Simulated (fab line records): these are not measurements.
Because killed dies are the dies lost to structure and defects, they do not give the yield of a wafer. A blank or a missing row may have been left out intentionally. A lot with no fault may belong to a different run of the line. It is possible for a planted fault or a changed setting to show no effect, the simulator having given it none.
What tool caused it? + flow sky130 + 12 lots, 36 wafers sampled, at 5 steps of a route of 708

== WHAT THE GAUGES READ, wafer by wafer ==
SKY_SD_P_CD_MEAS_07: the cd target is 380 nm. Usual: cd nm reads 379.8 nm (standard deviation 2.6).
| lot  | measured     | on        | cd nm (nm)        | flag |
|------|--------------|-----------|-------------------|------|
| L321 | day 27 01:15 | cd sem-01 | 378.0 378.0 377.7 |      |
| L324 | day 28 03:15 | cd sem-02 | 380.8 379.5 382.9 |      |
| L327 | day 29 00:16 | cd sem-02 | 378.2 376.0 376.5 |      |
| L328 | day 29 08:37 | cd sem-01 | 306.2 306.2 306.7 | OFF  |
| L329 | day 29 13:23 | cd sem-02 | 374.2 374.0 375.0 |      |
| L334 | day 31 07:41 | cd sem-01 | 379.8 377.9 380.9 |      |
| L336 | day 31 15:20 | cd sem-01 | 382.3 381.2 381.6 |      |
| L337 | day 32 01:52 | cd sem-02 | 385.8 382.1 381.9 |      |
| L338 | day 32 03:08 | cd sem-02 | 376.0 378.5 380.1 |      |
| L339 | day 32 17:41 | cd sem-01 | 380.2 378.7 377.4 |      |
| L340 | day 33 01:12 | cd sem-01 | 377.4 378.3 379.3 |      |
| L341 | day 33 05:39 | cd sem-01 | 381.9 380.5 381.0 |      |

SKY_SD_P_OVL_MEAS_08. Usual: SD_P_OVL gives -0.3 nm (standard deviation 1.4).
| lot  | measured     | on         | SD_P_OVL (nm)  | flag |
|------|--------------|------------|----------------|------|
| L321 | day 27 01:21 | overlay-01 | 2.2 1.4 2.2    |      |
| L324 | day 28 03:21 | overlay-01 | 1.5 1.3 1.8    |      |
| L327 | day 29 00:23 | overlay-01 | -1.8 0.1 -0.6  |      |
| L328 | day 29 08:44 | overlay-01 | 0.2 -1.9 -1.1  |      |
| L329 | day 29 13:29 | overlay-01 | -1.5 -2.3 -1.3 |      |
| L334 | day 31 07:47 | overlay-02 | -1.6 0.5 0.6   |      |
| L336 | day 31 15:28 | overlay-02 | -0.6 -1.6 0.8  |      |
| L337 | day 32 01:57 | overlay-01 | 0.8 0.8 -0.2   |      |
| L338 | day 32 03:14 | overlay-02 | -0.4 0.5 -0.6  |      |
| L339 | day 32 17:48 | overlay-02 | -0.1 -1.4 -0.3 |      |
| L340 | day 33 01:18 | overlay-01 | -1.1 -1.8 -2.6 |      |
| L341 | day 33 05:44 | overlay-02 | 0.4 1.7 -0.5   |      |

SKY_SD_N_CD_MEAS_07: the cd target is 380 nm. Usual: cd nm reads 380.4 nm (standard deviation 2.6).
| lot  | measured     | on        | cd nm (nm)        | flag |
|------|--------------|-----------|-------------------|------|
| L321 | day 29 11:07 | cd sem-01 | 378.1 381.6 381.3 |      |
| L324 | day 30 11:49 | cd sem-02 | 382.5 383.2 381.0 |      |
| L327 | day 31 07:41 | cd sem-02 | 382.2 381.5 382.0 |      |
| L328 | day 31 16:14 | cd sem-01 | 383.5 385.6 383.2 |      |
| L329 | day 31 21:01 | cd sem-01 | 382.5 383.7 379.6 |      |
| L334 | day 33 14:28 | cd sem-01 | 379.5 379.0 376.7 |      |
| L336 | day 33 22:05 | cd sem-01 | 376.1 379.4 378.2 |      |
| L337 | day 34 07:47 | cd sem-02 | 378.7 380.1 376.5 |      |
| L338 | day 34 09:25 | cd sem-01 | 382.0 384.8 383.8 |      |
| L339 | day 34 23:44 | cd sem-01 | 383.1 383.4 382.0 |      |
| L340 | day 35 06:52 | cd sem-01 | 379.3 382.8 379.9 |      |
| L341 | day 35 11:49 | cd sem-02 | 381.0 380.3 381.7 |      |

== EACH LOT AND THE TOOL THAT RAN IT (in order: tool; ch and the chambers of the sampled wafers; start) ==
| lot  | SKY_POLY_GATE_STRIP_18               | SKY_SD_P_EXPOSE_04                  |
|------|--------------------------------------|-------------------------------------|
| L321 | plasma asher-02 ch 1, day 17 23:49   | iline stepper-01 ch 0, day 26 10:53 |
| L324 | plasma asher-04 ch 0,1, day 19 04:24 | iline stepper-01 ch 0, day 27 13:12 |
| L327 | plasma asher-04 ch 0,1, day 20 03:42 | iline stepper-02 ch 0, day 28 10:08 |
| L328 | plasma asher-03 ch 0,1, day 20 09:12 | iline stepper-02 ch 0, day 28 18:29 |
| L329 | plasma asher-04 ch 0,1, day 20 18:26 | iline stepper-02 ch 0, day 28 23:55 |
| L334 | plasma asher-02 ch 0,1, day 22 15:47 | iline stepper-01 ch 0, day 30 17:59 |
| L336 | plasma asher-03 ch 0,1, day 22 23:47 | iline stepper-02 ch 0, day 31 01:14 |
| L337 | plasma asher-02 ch 0,1, day 23 13:02 | iline stepper-01 ch 0, day 31 12:32 |
| L338 | plasma asher-02 ch 1, day 23 14:34   | iline stepper-02 ch 0, day 31 14:32 |
| L339 | plasma asher-04 ch 0,1, day 24 05:26 | iline stepper-01 ch 0, day 32 03:50 |
| L340 | plasma asher-02 ch 0,1, day 24 13:05 | iline stepper-02 ch 0, day 32 11:31 |
| L341 | plasma asher-04 ch 0,1, day 24 18:40 | iline stepper-01 ch 0, day 32 16:56 |
- SKY_POLY_GATE_STRIP_18: strips in O2/N2.
- SKY_SD_P_EXPOSE_04: exposes mask PSDM, target cd 380 nm.

== AS READ BY THE TOOLS THEMSELVES (means over the sampled wafers that have a number; for cases with no such wafer, the mark the record gives instead) ==
SKY_POLY_GATE_STRIP_18. Usual: drypump motor current A 5.4 A, standard deviation 0.43; n2 flow sccm 300.0 sccm, standard deviation 0.99; oes product au 0.359 a.u., standard deviation 0.0046; strip time to endpoint s 3.15 s, standard deviation 0.035.
| lot  | tool            | drypump motor current A (A) | n2 flow sccm (sccm) | oes product au (a.u.) | strip time to endpoint s (s) | flag |
|------|-----------------|-----------------------------|---------------------|-----------------------|------------------------------|------|
| L321 | plasma asher-02 | 5.9                         | 300.7               | 0.359                 | 3.20                         |      |
| L324 | plasma asher-04 | 5.3                         | 300.3               | 0.360                 | 3.13                         |      |
| L327 | plasma asher-04 | 5.1                         | 301.1               | 0.357                 | 3.11                         |      |
| L328 | plasma asher-03 | 5.9                         | 299.6               | 0.365                 | 3.18                         |      |
| L329 | plasma asher-04 | 5.3                         | 299.9               | 0.354                 | 3.17                         |      |
| L334 | plasma asher-02 | 5.7                         | 300.1               | 0.357                 | 3.15                         |      |
| L336 | plasma asher-03 | 5.6                         | 300.6               | 0.358                 | 3.16                         |      |
| L337 | plasma asher-02 | 5.4                         | 300.1               | 0.358                 | 3.11                         |      |
| L338 | plasma asher-02 | 5.9                         | 299.4               | 0.361                 | 3.18                         |      |
| L339 | plasma asher-04 | 5.3                         | 298.9               | 0.364                 | 3.19                         |      |
| L340 | plasma asher-02 | 5.4                         | 299.5               | 0.359                 | 3.20                         |      |
| L341 | plasma asher-04 | 5.3                         | 299.6               | 0.362                 | 3.12                         |      |

== THE ANSWER, worked out from the rows above alone ==
Rule: take the mean of a lot's wafers that have a number; if it is more than 3 standard deviations from the usual mean, the lot is off. Also off: a lot with no number at a reading for which 4 or more lots have one. The other lots that the step has rows for count as sound. After the gauges, taken in route order, come the tools' own readings; for these a lot's mean is taken, as printed above. At the first step where some lot is off, the reading lying furthest off is the one used; lots without a number count as furthest.
Off: L328, at SKY_SD_P_CD_MEAS_07 (cd nm).
If a tool, at a process step before that reading, ran all the lots that are off and no sound lot after the first of them, it fits. Gauges at SKY_SD_P_CD_MEAS_07: tried the same way as those tools. Not one of the candidates tried fits.

== WHAT HAD BEEN PUT IN BY THE SIMULATOR ==
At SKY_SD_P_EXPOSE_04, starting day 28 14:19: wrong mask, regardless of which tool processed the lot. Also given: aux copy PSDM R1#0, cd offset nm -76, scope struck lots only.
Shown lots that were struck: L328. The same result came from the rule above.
